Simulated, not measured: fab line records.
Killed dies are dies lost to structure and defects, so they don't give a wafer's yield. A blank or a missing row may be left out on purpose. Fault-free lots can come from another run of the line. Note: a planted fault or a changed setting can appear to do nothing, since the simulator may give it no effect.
Problem report, 8D (eight disciplines) form, completed by code    flow sky130    the parts of the form that need people (team, actions taken, sign-off) are left out

## 1. THE PROBLEM
Wafers with no fault read 44 with a standard deviation of 7.8, whereas killed_at_M0_to_M3 at SKY_PAD_OPEN_PROBE_99 reads a mean of 112 on 1 wafer of 1 lot. Measured from the usual mean, that is +8.7 standard deviations.
Seen first at day 47 15:07 on prober-01, wafer L494.4. Wafers with a number at this step in the record: 33, from 11 lots. By rule, "out" or "out of limits" means more than 4 standard deviations away from the usual mean. Any other wafer with a number is counted as sound.

## 2. WHAT IT IS; WHAT IT IS NOT
question                     is                                                                                                                                         is not
which readings at this step  killed_at_M0_to_M3, defect limited yield, killed dies, killed on rim, sort_bin_5_function, sort_bin_6_memory, sort n pass, sort yield pct  killed_at_M4_up, killed at contacts, killed at front end, killed at other, killed open, killed short, sort_bin_3_pad_short
which lots                   L494                                                                                                                                       L487, L488, L489, L502, L504, L505, L506, L507, L508, L510
which wafers of those lots   L494.4                                                                                                                                     L494.2, L494.6
read on which tools          prober-01                                                                                                                                  prober-02
when                         from day 47 15:07                                                                                                                          up to then (10 sound wafers); but 22 sound wafers of L494, L502, L504, L505, L506, L507, L508, L510 came after

## 3. WHAT RULES OUT EACH SUSPECT
Counting: if a tool at a process step up to the reading ran every lot that is out, it stays a suspect. Sound lots after the first of them don't rule it out here, since some wafers of a struck lot are sound.
- cmp-02 at SKY_VIA2_CMP_24 (polishes, stops on SiO2, t overpolish 20 s, target thk 0 nm): kept. The lot that is out, L494, ran on it at day 38 14:44; the last sound lot it ran before that was L489, at day 36 16:59.
- cvd w-01 at SKY_VIA4_CVD_18 (deposits W, target thk 505 nm, time 152.14 s): kept. The lot that is out, L494, ran on it at day 44 19:41; the last sound lot it ran before that was L489, at day 43 04:37.
- plasma asher-02 at SKY_PAD_OPEN_STRIP_08 (strips in O2/N2): kept. The lot that is out, L494, ran on it at day 47 12:12; the last sound lot it ran before that was L489, at day 46 00:05.
- prober-01 at SKY_PAD_OPEN_PROBE_99: kept. The lot that is out, L494, ran on it at day 47 15:01; the last sound lot it ran before that was L488, at day 46 01:07. Its own readings are out on those wafers: defect limited yield, killed_at_M0_to_M3, killed dies, killed on rim, sort_bin_5_function, sort_bin_6_memory, sort n pass, sort yield pct.
- At SKY_VIA2_CMP_24, inside cmp-02: chamber 0 took the wafers that are out, while their sound lot-mates went through chambers 1, 2.
Left after counting: cmp-02 at SKY_VIA2_CMP_24, cvd w-01 at SKY_VIA4_CVD_18, plasma asher-02 at SKY_PAD_OPEN_STRIP_08, prober-01 at SKY_PAD_OPEN_PROBE_99.

## 4. THE CAUSE (what the simulator had put in)
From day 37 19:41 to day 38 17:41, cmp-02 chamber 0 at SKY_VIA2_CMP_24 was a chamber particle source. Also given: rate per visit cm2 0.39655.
4 suspects survive the count, and this tool is in that group.

## 5. THE EFFECT CHAIN, in route order
One row per reading whose mean, taken over the struck wafers that have a number, lies over 3 standard deviations from the usual. Only readings for which the record gives a usual standard deviation are gone through. hours: the time from each lot's start at the first step in this table that gives one to its start at this step, as a median over the lots. sigmas: the change in usual standard deviations.
hours  step                   reading               usual   on struck wafers  change  sigmas
0      SKY_PAD_OPEN_PROBE_99  defect limited yield  82.1 %  67.5              -14.6   -7.3
0      SKY_PAD_OPEN_PROBE_99  killed_at_M0_to_M3    44      112               +68     +8.7
0      SKY_PAD_OPEN_PROBE_99  killed dies           88      160               +72     +7.3
0      SKY_PAD_OPEN_PROBE_99  killed on rim         17      37                +20     +5.1
0      SKY_PAD_OPEN_PROBE_99  sort_bin_5_function   10.6 %  19.5              +8.9    +5.9
0      SKY_PAD_OPEN_PROBE_99  sort_bin_6_memory     6.5 %   11.8              +5.3    +4.4
0      SKY_PAD_OPEN_PROBE_99  sort n pass           404     332               -72     -7.3
0      SKY_PAD_OPEN_PROBE_99  sort yield pct        82.1 %  67.5              -14.6   -7.3
It contains these process steps:
- SKY_PAD_OPEN_PROBE_99

## 6. HOW IT WOULD HAVE BEEN CAUGHT EARLIER
235 hours passed between the start of the fault at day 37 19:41 and the first reading out of limits in this record, taken at day 47 15:07.
Tool readings at SKY_VIA2_CMP_24 with a usual standard deviation given in the record: none out on any struck wafer, hence no alarm at a limit of 4 standard deviations on them.
By day 47 15:07 the whole set of lots that are out, 1 in number, had already begun SKY_VIA2_CMP_24 on cmp-02. Holding the tool at that point would not have protected any of them.
